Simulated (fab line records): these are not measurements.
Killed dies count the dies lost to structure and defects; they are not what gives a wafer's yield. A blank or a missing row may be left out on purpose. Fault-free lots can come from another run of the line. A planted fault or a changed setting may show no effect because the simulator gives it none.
Struck lot and sound lot, side by side | flow sky130 | 44 out of 708 route steps
Sound: the wafers L241.2, L241.4, L241.5. Struck: wafer L256.1; the same lot's L256.6 was not struck, so it is left out; see the end for the cause.
Order at every step that has rows: each side's tool, ch and its chambers, its first start. Under that, the readings that differ: sound wafers | struck wafers | difference of the means | sigmas: that difference in standard deviations of wafers without a fault.
alike: readings whose means differ by less than 2 such deviations, and words and numbers that are the same on both sides. not compared: withheld readings, readings that some wafer has no value for, bounds like >300 that may hide the same value, and numbers for which the record gives no deviation and whose values overlap.
Wherever a step has rows on one side only, a row that says differs or no value, or a row with sigmas, the two part there. Non-overlapping numbers with no deviation appear without sigmas and do not part them. A reading that every wafer of one side lacks parts them only if that side has two wafers or more.

SKY_LOCAL_INTERCONNECT_CD_MEAS_11: target cd 170 nm.
  sound on cd-sem-02, day 32 21:28; struck on cd-sem-01, day 37 14:38
  alike: cd-nm
SKY_LOCAL_INTERCONNECT_OVL_MEAS_12:
  sound on overlay-01, day 32 21:34; struck on overlay-02, day 37 14:46
  alike: LOCAL_INTERCONNECT_OVL
then, 1 step without rows for these wafers: SKY_LOCAL_INTERCONNECT_ETCH_13 (etches BARC in N2/H2, stops on SiO2, time 45.9 s, target depth 60 nm).
SKY_LOCAL_INTERCONNECT_METAL_ETCH_14: etches TiN in Cl2/BCl3, stops on PSG, target depth 110 nm, time 31.4 s.
  sound on rie-metal-02 ch 0, day 32 21:40; struck on rie-metal-04 ch 1, day 37 14:52
  reading                     | sound       | struck | difference | sigmas
  drypump-motor-current-A (A) | 6.3 6.2 6.3 | 5.2    | -1.1       | -3
  alike: mfc-cl2-sccm, oes-product-au, throttle-valve-pct
  not compared: rf-hours-counter-h
then, 5 steps without rows for these wafers: SKY_LOCAL_INTERCONNECT_STRIP_15 (strips in O2/N2); SKY_LOCAL_INTERCONNECT_STRIP_16 (strips in post etch residue remover, time 1200 s); SKY_LOCAL_INTERCONNECT_CLEAN_17 (cleans in IPA, time 180 s); SKY_LOCAL_INTERCONNECT_CLEAN_18 (cleans in O3/DIW); SKY_CONTACT_CVD_00 (deposits Si3N4, target thk 75 nm).
SKY_CONTACT_THK_MEAS_01:
  sound on film-metro-01, day 32 22:21; struck on film-metro-03, day 37 15:32
  alike: CONTACT_CVD_00_THK
then, 1 step without rows for these wafers: SKY_CONTACT_HDPCVD_02 (deposits SiO2, target thk 565 nm, time 94.2 s).
SKY_CONTACT_THK_MEAS_03:
  sound on film-metro-04, day 32 22:29; struck on film-metro-01, day 37 15:40
  alike: CONTACT_HDPCVD_THK
SKY_CONTACT_CMP_04: polishes SiO2.
  sound on cmp-02 ch 1,3, day 32 22:32; struck on cmp-01 ch 1, day 37 15:44
  reading                                     | sound             | struck | difference | sigmas
  time-to-endpoint-s (s)                      | 83 85 87          | 99     | +14        | +3
  model.SiO2_of_CONTACT_HDPCVD_02.thk-nm (nm) | 340.6 341.1 341.4 | 304.7  | -36.3      |
  alike: motor-current-A
SKY_CONTACT_BOW_MEAS_05:
  sound on film-metro-01, day 32 22:51; struck on film-metro-04, day 37 16:02
  alike: CONTACT_BOW
then, 8 steps without rows for these wafers: SKY_CONTACT_DEHYDRATE_06 (time 60 s); SKY_CONTACT_HMDS_07 (prime time 60 s); SKY_CONTACT_COAT_08 (resist thk 60 nm); SKY_CONTACT_COAT_09 (resist thk 450 nm); SKY_CONTACT_SOFTBAKE_10 (time 90 s); SKY_CONTACT_EXPOSE_11 (exposes mask CTM1, target cd 170 nm); SKY_CONTACT_PEB_12; SKY_CONTACT_DEVELOP_13 (develop time 60 s).
SKY_CONTACT_CD_MEAS_14: target cd 170 nm.
  sound on cd-sem-01, day 34 02:41; struck on cd-sem-01, day 38 17:59
  alike: cd-nm
SKY_CONTACT_OVL_MEAS_15:
  sound on overlay-01, day 34 02:47; struck on overlay-02, day 38 18:06
  alike: CONTACT_OVL
then, 1 step without rows for these wafers: SKY_CONTACT_ETCH_16 (etches BARC in N2/H2, stops on SiO2, time 45.9 s, target depth 60 nm).
SKY_CONTACT_ETCH_17: etches SiO2 in C4F8/O2/Ar, stops on Si3N4, target depth 340 nm.
  sound on rie-diel-02 ch 0,2, day 34 02:52; struck on rie-diel-02 ch 2, day 38 18:10
  reading                             | sound             | struck | difference | sigmas
  oes-product-au (a.u.)               | 0.886 0.900 0.891 | 0.839  | -0.053     | -11
  model.etch.depth-nm (nm)            | 340.6 341.1 341.4 | 304.7  | -36.3      |
  model.CONTACT.feature-depth-nm (nm) | 340.6 341.1 341.4 | 304.7  | -36.3      |
then, 1 step without rows for these wafers: SKY_CONTACT_ETCH_18 (etches Si3N4 in CHF3/O2, stops on TiN, time 39 s, target depth 75 nm).
SKY_CONTACT_STRIP_19: strips in O2/N2.
  sound on plasma-asher-03 ch 0,1, day 34 02:57; struck on plasma-asher-04 ch 0, day 38 18:16
  alike: drypump-motor-current-A, oes-product-au, strip-time-to-endpoint-s
  not compared: rf-hours-counter-h
then, 3 steps without rows for these wafers: SKY_CONTACT_STRIP_20 (strips in post etch residue remover, time 1200 s); SKY_CONTACT_CLEAN_21 (cleans in IPA, time 180 s); SKY_CONTACT_CLEAN_22 (cleans in O3/DIW).
SKY_CONTACT_SPUTTER_23: material TiN, target thk 20 nm, time 80 s.
  sound on pvd-sputter-04, day 34 03:32; struck on pvd-sputter-04, day 38 18:52
  alike: throttle-valve-pct
then, 1 step without rows for these wafers: SKY_CONTACT_CVD_24 (deposits W, target thk 340 nm, time 102.12 s).
SKY_CONTACT_RS_MEAS_25: uses a four-point probe to measure.
  sound on film-metro-03, day 34 03:44; struck on film-metro-03, day 38 19:02
  alike: CONTACT_W_RS
SKY_CONTACT_THK_MEAS_26: measures by xrf.
  sound on film-metro-03, day 34 03:51; struck on film-metro-03, day 38 19:10
  alike: CONTACT_W_THK
then, 1 step without rows for these wafers: SKY_CONTACT_CMP_27 (polishes, stops on SiO2, t overpolish 15 s, target thk 0 nm).
SKY_METAL1_SPUTTER_00: material Ti, target thk 15 nm, time 10 s.
  sound on pvd-sputter-01, day 34 04:12; struck on pvd-sputter-02, day 38 19:31
  reading                | sound          | struck | difference | sigmas
  throttle-valve-pct (%) | 32.0 31.0 31.7 | 28.9   | -2.7       | -2
SKY_METAL1_SPUTTER_01: material TiN, target thk 20 nm, time 16.7 s.
  sound on pvd-sputter-01, day 34 04:13; struck on pvd-sputter-02, day 38 19:34
  reading                | sound          | struck | difference | sigmas
  throttle-valve-pct (%) | 32.0 31.2 31.7 | 28.8   | -2.8       | -2
then, 3 steps without rows for these wafers: SKY_METAL1_SPUTTER_02 (material AlCu, target thk 250 nm, time 13.3 s); SKY_METAL1_SPUTTER_03 (material Ti, target thk 5 nm, time 3.3 s); SKY_METAL1_SPUTTER_04 (material TiN, target thk 70 nm, time 58.3 s).
SKY_METAL1_RS_MEAS_05: uses a four-point probe to measure.
  sound on film-metro-03, day 34 04:22; struck on film-metro-01, day 38 19:44
  alike: METAL1_ALCU_RS
SKY_METAL1_METAL_ETCH_19: etches the open film in Cl2/BCl3, stops on SiO2, target depth 360 nm, time 78 s.
  sound on rie-metal-02 ch 0,1, day 35 07:44; struck on rie-metal-01 ch 0, day 39 20:35
  reading                                     | sound             | struck | difference | sigmas
  model.SiO2_of_CONTACT_HDPCVD_02.thk-nm (nm) | 326.5 327.1 327.5 | 290.4  | -36.6      |
  alike: drypump-motor-current-A, mfc-cl2-sccm, oes-product-au, throttle-valve-pct
  not compared: rf-hours-counter-h
-- the record jumps here: 11 days lie between the struck wafers' starts before and after (it left off in module METAL1 and takes up again in module PAD_OPEN, whose first step shown is number 708 of the route) --
SKY_PAD_OPEN_PROBE_99:
  the record has rows for the struck wafers here (prober-02, day 51 05:27) and none for the sound ones

== WHERE THEY PART ==
Earliest at SKY_LOCAL_INTERCONNECT_METAL_ETCH_14; latest, in this record, at SKY_PAD_OPEN_PROBE_99.

WHY: whatever the simulator had introduced
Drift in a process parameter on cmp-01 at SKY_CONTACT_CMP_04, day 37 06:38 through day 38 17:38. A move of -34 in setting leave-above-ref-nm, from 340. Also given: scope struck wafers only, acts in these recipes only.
